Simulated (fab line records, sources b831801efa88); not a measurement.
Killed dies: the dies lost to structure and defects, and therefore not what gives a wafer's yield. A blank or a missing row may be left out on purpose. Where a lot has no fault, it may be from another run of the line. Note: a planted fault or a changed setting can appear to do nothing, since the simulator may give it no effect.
fab line records + flow sky130
record:
- lots: 13
- wafers: 38
- last-day: 50
route steps=708 shown NWELL@58 VT_ADJUST_HVTP@92 SONOS_ONO@169 GATE_OXIDE@189
lots that met no fault: from a run of the same line without faults
start-h: the number of hours between the record's first day and the start of the first shown wafer of the lot + wait-h: hours since the lot's step before + " as in the row above + L1.1+2: a row that stands for several wafers + - no value present, or no start provided + * or withheld: withheld + < > ~ a bound
route shown NAME@n: NAME is a module with steps in the file, n the number in the route of the first one + usual: the fault-free wafers' mean and standard deviation + same: alike in all rows + chamber/n: place in a boat + sites: readings site by site + _std_site: the standard deviation of these + _edge_site: mean of outer sites minus mean of inner sites + radius-mm: how far each site lies from the wafer's centre + mask NAME#n: copy n + behind: tool/chamber where the wafer was last shaped + hold: reason for holding the lot/hours on hold/outcome of the hold + device: the n, p or np transistor that did not switch + end of line: tests run on the same wafers once the route is complete + where a step has no rows: the recipe by itself + killed: dies that structure and defects cost at the first sort, which is not the same as the wafer's yield + map: dies across one wafer; x = killed, . = not, _ = none there
set.NAME: the run value of the setting; set.NAME@STEP: its run value at that earlier step + model.NAME: the simulator's own value behind a step, which no gauge read
a sample of lots followed through the steps of the route, with each step as a table and each wafer as a row
services: the hour from which a tool's chamber was out of use, counted from the record's first day as start-h (under 0 if before that day), plus the number of hours and why
== steps ==
step: SKY_NWELL_COAT_05
recipe:
- spin-rpm: 2000
- resist-thk-nm: 3000
usual:
- dispense-pressure-kPa: 43.6/2.9
| lot.wafer | tool           | chamber | start-h | wait-h | dispense-pressure-kPa |
|-----------|----------------|---------|---------|--------|-----------------------|
| L597.1    | litho-track-04 | 0       | 75.30   | 0.1    | 47.0                  |
| L597.5    | "              | 0       | "       | "      | 47.0                  |
| L597.6    | "              | 0       | "       | "      | 47.0                  |
| L598.2    | litho-track-03 | 0       | 80.52   | 0.1    | 41.1                  |
| L598.4    | "              | 0       | "       | "      | 41.1                  |
| L598.6    | "              | 0       | "       | "      | 41.1                  |
| L603.3    | litho-track-04 | 0       | 110.70  | 0.1    | 47.1                  |
| L603.5    | "              | 0       | "       | "      | 47.0                  |
| L604.3    | litho-track-04 | 0       | 115.75  | 0.1    | 47.0                  |
| L604.4    | "              | 0       | "       | "      | 47.0                  |
| L604.5    | "              | 0       | "       | "      | 47.1                  |
| L605.1    | litho-track-04 | 0       | 120.65  | 0.1    | 47.0                  |
| L605.2    | "              | 0       | "       | "      | 47.0                  |
| L605.5    | "              | 0       | "       | "      | 47.0                  |
| L611.2    | litho-track-03 | 0       | 155.22  | 0.1    | 41.1                  |
| L611.4    | "              | 0       | "       | "      | 41.1                  |
| L611.5    | "              | 0       | "       | "      | 41.1                  |
| L610.1    | litho-track-02 | 0       | 155.51  | 0.1    | 41.1                  |
| L610.3    | "              | 0       | "       | "      | 41.2                  |
| L610.5    | "              | 0       | "       | "      | 41.2                  |
| L614.4    | litho-track-02 | 0       | 174.69  | 0.1    | 41.2                  |
| L614.5    | "              | 0       | "       | "      | 41.2                  |
| L614.6    | "              | 0       | "       | "      | 41.2                  |
| L615.2    | litho-track-04 | 0       | 182.17  | 0.1    | 47.0                  |
| L615.4    | "              | 0       | "       | "      | 47.0                  |
| L615.5    | "              | 0       | "       | "      | 47.1                  |
| L617.2    | litho-track-03 | 0       | 191.12  | 0.1    | 41.1                  |
| L617.3    | "              | 0       | "       | "      | 41.1                  |
| L617.5    | "              | 0       | "       | "      | 41.1                  |
| L618.1    | litho-track-03 | 0       | 199.65  | 0.1    | 41.1                  |
| L618.3    | "              | 0       | "       | "      | 41.1                  |
| L618.5    | "              | 0       | "       | "      | 41.1                  |
| L619.2    | litho-track-04 | 0       | 206.02  | 0.1    | 47.1                  |
| L619.3    | "              | 0       | "       | "      | 47.0                  |
| L619.5    | "              | 0       | "       | "      | 47.0                  |
| L620.2    | litho-track-02 | 0       | 209.84  | 0.1    | 41.2                  |
| L620.4    | "              | 0       | "       | "      | 41.2                  |
| L620.5    | "              | 0       | "       | "      | 41.2                  |
step: SKY_NWELL_STRIP_14
recipe:
- chemistry: O2/N2
- power-w: 1400
- pressure-mtorr: 1500
- platen-temp-c: withheld
- o2-flow-sccm: 3000
- n2-flow-sccm: 300
- overash-fraction: 0.5
usual:
- drypump-motor-current-A: 6.0/0.58
- oes-product-au: 0.722/0.0047
- strip-time-to-endpoint-s: 36.96/0.12
| lot.wafer | tool            | chamber | start-h | wait-h | drypump-motor-current-A | oes-product-au | rf-hours-counter-h | strip-time-to-endpoint-s |
|-----------|-----------------|---------|---------|--------|-------------------------|----------------|--------------------|--------------------------|
| L597.1    | plasma-asher-03 | 1       | 84.38   | 0.1    | 6.6                     | 0.722          | 41                 | 36.88                    |
| L597.5    | "               | 1       | "       | "      | 6.7                     | 0.719          | -                  | 36.76                    |
| L597.6    | "               | 0       | "       | "      | 6.1                     | 0.726          | -                  | 36.87                    |
| L598.2    | plasma-asher-02 | 0       | 89.30   | 0.1    | 5.9                     | 0.727          | 28                 | 37.23                    |
| L598.4    | "               | 1       | "       | "      | 6.2                     | 0.721          | -                  | 37.04                    |
| L598.6    | "               | 0       | "       | "      | 5.9                     | 0.718          | -                  | 37.12                    |
| L603.3    | plasma-asher-03 | 1       | 120.27  | 0.1    | 6.6                     | 0.724          | -                  | 37.00                    |
| L603.5    | "               | 0       | "       | "      | 6.1                     | 0.726          | -                  | 22.54                    |
| L604.3    | plasma-asher-01 | 1       | 125.37  | 0.1    | 4.9                     | 0.722          | -                  | 36.65                    |
| L604.4    | "               | 0       | "       | "      | 6.6                     | 0.720          | -                  | 36.83                    |
| L604.5    | "               | 0       | "       | "      | 6.5                     | 0.710          | -                  | 22.46                    |
| L605.1    | plasma-asher-03 | 1       | 131.33  | 0.1    | 6.7                     | 0.721          | 46                 | 22.49                    |
| L605.2    | "               | 0       | "       | "      | 6.0                     | 0.718          | 46                 | 36.99                    |
| L605.5    | "               | 1       | "       | "      | 6.7                     | 0.721          | -                  | 22.54                    |
| L611.2    | plasma-asher-01 | 1       | 165.39  | 0.1    | 5.0                     | 0.723          | 5                  | 37.08                    |
| L611.4    | "               | 1       | "       | "      | 4.9                     | 0.726          | -                  | 37.02                    |
| L611.5    | "               | 1       | "       | "      | 5.0                     | 0.718          | -                  | 37.05                    |
| L610.1    | plasma-asher-01 | 0       | 165.95  | 0.1    | 6.6                     | 0.728          | 5                  | 37.04                    |
| L610.3    | "               | 1       | "       | "      | 5.0                     | 0.718          | -                  | 37.03                    |
| L610.5    | "               | 0       | "       | "      | 6.5                     | 0.724          | -                  | 37.11                    |
| L614.4    | plasma-asher-03 | 0       | 184.92  | 0.1    | 6.0                     | 0.725          | -                  | 36.89                    |
| L614.5    | "               | 1       | "       | "      | 6.5                     | 0.729          | -                  | 36.90                    |
| L614.6    | "               | 0       | "       | "      | 6.0                     | 0.722          | -                  | 36.89                    |
| L615.2    | plasma-asher-01 | 0       | 193.53  | 0.1    | 6.5                     | 0.723          | 8                  | 36.97                    |
| L615.4    | "               | 1       | "       | "      | 4.9                     | 0.716          | -                  | 36.92                    |
| L615.5    | "               | 0       | "       | "      | 6.5                     | 0.726          | -                  | 36.99                    |
| L617.2    | plasma-asher-01 | 1       | 202.38  | 0.1    | 4.9                     | 0.724          | 8                  | 37.08                    |
| L617.3    | "               | 0       | "       | "      | 6.5                     | 0.722          | -                  | 36.92                    |
| L617.5    | "               | 0       | "       | "      | 6.6                     | 0.714          | -                  | 36.88                    |
| L618.1    | plasma-asher-01 | 0       | 211.00  | 0.1    | 6.5                     | 0.725          | 9                  | 36.97                    |
| L618.3    | "               | 0       | "       | "      | 6.6                     | 0.718          | -                  | 37.09                    |
| L618.5    | "               | 0       | "       | "      | 6.6                     | 0.721          | -                  | 37.12                    |
| L619.2    | plasma-asher-03 | 1       | 217.95  | 0.1    | 6.7                     | 0.725          | 54                 | 37.03                    |
| L619.3    | "               | 0       | "       | "      | 6.0                     | 0.727          | -                  | 36.95                    |
| L619.5    | "               | 1       | "       | "      | 6.6                     | 0.722          | -                  | 36.87                    |
| L620.2    | plasma-asher-01 | 1       | 222.09  | 0.1    | 4.9                     | 0.732          | 10                 | 36.81                    |
| L620.4    | "               | 1       | "       | "      | 5.0                     | 0.724          | -                  | 36.88                    |
| L620.5    | "               | 0       | "       | "      | 6.5                     | 0.730          | -                  | 36.94                    |
step: SKY_VT_ADJUST_HVTP_CD_MEAS_07
recipe:
- target-cd-nm: 380
usual:
- cd-nm: 380/3.3
| lot.wafer | tool      | chamber | start-h | wait-h | cd-nm |
|-----------|-----------|---------|---------|--------|-------|
| L597.1    | cd-sem-01 | -       | 120.19  | 0.1    | 384   |
| L597.5    | "         | -       | "       | "      | 382   |
| L597.6    | "         | -       | "       | "      | 381   |
| L598.2    | cd-sem-01 | -       | 124.87  | 0.2    | 380   |
| L598.4    | "         | -       | "       | "      | 382   |
| L598.6    | "         | -       | "       | "      | 382   |
| L603.3    | cd-sem-02 | -       | 159.23  | 0.1    | 378   |
| L603.5    | "         | -       | "       | "      | 378   |
| L604.3    | cd-sem-01 | -       | 163.33  | 0.1    | 383   |
| L604.4    | "         | -       | "       | "      | 382   |
| L604.5    | "         | -       | "       | "      | 382   |
| L605.1    | cd-sem-02 | -       | 170.10  | 0.1    | 378   |
| L605.2    | "         | -       | "       | "      | 379   |
| L605.5    | "         | -       | "       | "      | 378   |
| L611.2    | cd-sem-02 | -       | 207.08  | 0.1    | 384   |
| L611.4    | "         | -       | "       | "      | 385   |
| L611.5    | "         | -       | "       | "      | 385   |
| L610.1    | cd-sem-02 | -       | 207.40  | 0.1    | 371   |
| L610.3    | "         | -       | "       | "      | 370   |
| L610.5    | "         | -       | "       | "      | 369   |
| L614.4    | cd-sem-01 | -       | 228.62  | 0.1    | 378   |
| L614.5    | "         | -       | "       | "      | 379   |
| L614.6    | "         | -       | "       | "      | 380   |
| L615.2    | cd-sem-01 | -       | 237.92  | 0.1    | 382   |
| L615.4    | "         | -       | "       | "      | 380   |
| L615.5    | "         | -       | "       | "      | 382   |
| L617.2    | cd-sem-02 | -       | 248.36  | 0.1    | 381   |
| L617.3    | "         | -       | "       | "      | 382   |
| L617.5    | "         | -       | "       | "      | 384   |
| L618.1    | cd-sem-01 | -       | 256.34  | 0.1    | 378   |
| L618.3    | "         | -       | "       | "      | 377   |
| L618.5    | "         | -       | "       | "      | 375   |
| L619.2    | cd-sem-01 | -       | 264.06  | 0.1    | 376   |
| L619.3    | "         | -       | "       | "      | 376   |
| L619.5    | "         | -       | "       | "      | 378   |
| L620.2    | cd-sem-01 | -       | 268.88  | 0.1    | 374   |
| L620.4    | "         | -       | "       | "      | 373   |
| L620.5    | "         | -       | "       | "      | 376   |
step: SKY_SONOS_ONO_THK_MEAS_01
recipe:
- reads: SiO2_of_SONOS_ONO_OXIDATION_00
usual:
- SONOS_ONO_OXIDATION_THK: 2.60/0.062
| lot.wafer | tool          | chamber | start-h | wait-h | SONOS_ONO_OXIDATION_THK[nm] |
|-----------|---------------|---------|---------|--------|-----------------------------|
| L597.1    | film-metro-03 | -       | 249.55  | 0.0    | 2.55                        |
| L597.5    | "             | -       | "       | "      | 2.56                        |
| L597.6    | "             | -       | "       | "      | 2.51                        |
| L598.2    | film-metro-01 | -       | 253.50  | 0.0    | 2.67                        |
| L598.4    | "             | -       | "       | "      | 2.62                        |
| L598.6    | "             | -       | "       | "      | 2.56                        |
| L603.3    | film-metro-01 | -       | 295.89  | 0.0    | 2.74                        |
| L603.5    | "             | -       | "       | "      | 2.70                        |
| L604.3    | film-metro-03 | -       | 301.42  | 0.0    | 2.59                        |
| L604.4    | "             | -       | "       | "      | 2.65                        |
| L604.5    | "             | -       | "       | "      | 2.60                        |
| L605.1    | film-metro-02 | -       | 311.25  | 0.0    | 2.73                        |
| L605.2    | "             | -       | "       | "      | 2.60                        |
| L605.5    | "             | -       | "       | "      | 2.70                        |
| L611.2    | film-metro-01 | -       | 358.24  | 0.0    | 2.66                        |
| L611.4    | "             | -       | "       | "      | 2.63                        |
| L611.5    | "             | -       | "       | "      | 2.67                        |
| L610.1    | film-metro-03 | -       | 359.57  | 0.0    | 2.69                        |
| L610.3    | "             | -       | "       | "      | 2.70                        |
| L610.5    | "             | -       | "       | "      | 2.73                        |
| L614.4    | film-metro-01 | -       | 384.16  | 0.0    | 2.63                        |
| L614.5    | "             | -       | "       | "      | 2.56                        |
| L614.6    | "             | -       | "       | "      | 2.60                        |
| L615.2    | film-metro-02 | -       | 399.14  | 0.0    | 2.61                        |
| L615.4    | "             | -       | "       | "      | 2.58                        |
| L615.5    | "             | -       | "       | "      | 2.58                        |
| L617.2    | film-metro-01 | -       | 415.43  | 0.0    | 2.53                        |
| L617.3    | "             | -       | "       | "      | 2.62                        |
| L617.5    | "             | -       | "       | "      | 2.58                        |
| L618.1    | film-metro-01 | -       | 426.50  | 0.0    | 2.54                        |
| L618.3    | "             | -       | "       | "      | 2.53                        |
| L618.5    | "             | -       | "       | "      | 2.53                        |
| L619.2    | film-metro-02 | -       | 436.25  | 0.0    | 2.53                        |
| L619.3    | "             | -       | "       | "      | 2.51                        |
| L619.5    | "             | -       | "       | "      | 2.66                        |
| L620.2    | film-metro-01 | -       | 439.01  | 0.0    | 2.62                        |
| L620.4    | "             | -       | "       | "      | 2.54                        |
| L620.5    | "             | -       | "       | "      | 2.59                        |
step: SKY_GATE_OXIDE_THK_MEAS_02
recipe:
- reads: SiO2_of_GATE_OXIDE_OXIDATION_01
usual:
- GATE_OXIDE_OXIDATION_00_THK: 10.22/0.27
| lot.wafer | tool          | chamber | start-h | wait-h | GATE_OXIDE_OXIDATION_00_THK[nm] |
|-----------|---------------|---------|---------|--------|---------------------------------|
| L597.1    | film-metro-01 | -       | 279.31  | 0.0    | 10.72                           |
| L597.5    | "             | -       | "       | "      | 10.77                           |
| L597.6    | "             | -       | "       | "      | 10.54                           |
| L598.2    | film-metro-03 | -       | 283.18  | 0.0    | 10.89                           |
| L598.4    | "             | -       | "       | "      | 11.01                           |
| L598.6    | "             | -       | "       | "      | 11.01                           |
| L603.3    | film-metro-04 | -       | 327.22  | 0.0    | 10.20                           |
| L603.5    | "             | -       | "       | "      | 10.27                           |
| L604.3    | film-metro-03 | -       | 333.06  | 0.0    | 9.83                            |
| L604.4    | "             | -       | "       | "      | 9.85                            |
| L604.5    | "             | -       | "       | "      | 9.92                            |
| L605.1    | film-metro-01 | -       | 343.70  | 0.0    | 9.95                            |
| L605.2    | "             | -       | "       | "      | 9.97                            |
| L605.5    | "             | -       | "       | "      | 10.09                           |
| L611.2    | film-metro-04 | -       | 392.14  | 0.0    | 10.07                           |
| L611.4    | "             | -       | "       | "      | 10.31                           |
| L611.5    | "             | -       | "       | "      | 10.36                           |
| L610.1    | film-metro-03 | -       | 393.04  | 0.0    | 10.29                           |
| L610.3    | "             | -       | "       | "      | 10.27                           |
| L610.5    | "             | -       | "       | "      | 10.25                           |
| L614.4    | film-metro-04 | -       | 421.04  | 0.0    | 10.11                           |
| L614.5    | "             | -       | "       | "      | 10.17                           |
| L614.6    | "             | -       | "       | "      | 10.32                           |
| L615.2    | film-metro-04 | -       | 437.66  | 0.0    | 10.31                           |
| L615.4    | "             | -       | "       | "      | 10.28                           |
| L615.5    | "             | -       | "       | "      | 10.16                           |
| L617.2    | film-metro-03 | -       | 450.39  | 0.0    | 9.92                            |
| L617.3    | "             | -       | "       | "      | 10.19                           |
| L617.5    | "             | -       | "       | "      | 9.97                            |
| L618.1    | film-metro-03 | -       | 461.80  | 0.0    | 9.74                            |
| L618.3    | "             | -       | "       | "      | 9.85                            |
| L618.5    | "             | -       | "       | "      | 9.92                            |
| L619.2    | film-metro-03 | -       | 472.20  | 0.0    | 9.88                            |
| L619.3    | "             | -       | "       | "      | 10.00                           |
| L619.5    | "             | -       | "       | "      | 10.14                           |
| L620.2    | film-metro-01 | -       | 477.66  | 0.0    | 10.04                           |
| L620.4    | "             | -       | "       | "      | 9.94                            |
| L620.5    | "             | -       | "       | "      | 9.72                            |
== services ==
| tool            | chamber | start-h | hours | kind       |
|-----------------|---------|---------|-------|------------|
| plasma-asher-01 | -       | 74.12   | 28.1  | pm         |
| plasma-asher-01 | -       | 108.75  | 9.0   | pm         |
| plasma-asher-01 | 0       | 108.75  | 9.0   | vent-cycle |
| plasma-asher-01 | 1       | 108.75  | 9.0   | vent-cycle |
| plasma-asher-01 | 0       | 117.75  | -     | clean      |
| plasma-asher-01 | 1       | 117.75  | -     | clean      |
| plasma-asher-02 | -       | 132.73  | 0.6   | repair     |
| plasma-asher-03 | -       | 155.52  | 1.0   | repair     |
| plasma-asher-03 | -       | 187.46  | 2.8   | pm         |
== key ==
first-sign:
- step: SKY_NWELL_STRIP_14
- reading: strip-time-to-endpoint-s
- direction: down
- sigmas: 99+
- usual: *
- struck: *
effect none on later readings
met-at SKY_NWELL_COAT_05
struck-lots L603,L604,L605
struck-wafers L603.5,L604.5,L605.1,L605.5
tester-left-out L603,L604,L605
not-acting-at SKY_VT_ADJUST_HVTP_CD_MEAS_07,SKY_SONOS_ONO_THK_MEAS_01,SKY_GATE_OXIDE_THK_MEAS_02
onset-between 75.30 110.70
fault:
- kind: process-parameter-drift
- tool: litho-track-04
- chamber: -
- onset-h: 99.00
- steps: SKY_NWELL_COAT_05
- channel: resist-thk-nm
- offset: -1240.8
- shape: step
- end-h: 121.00
- scope: struck-wafers-only
- acts-in: these-recipes-only
- stated: 3000
tester-left-out: of these lots the tester's yield and bins aren't shown, on N5 and GAA mostly nor the transistor test; their killed dies are dies lost to structure and defects alone, not to doping, threshold or leakage, so they don't give the yield
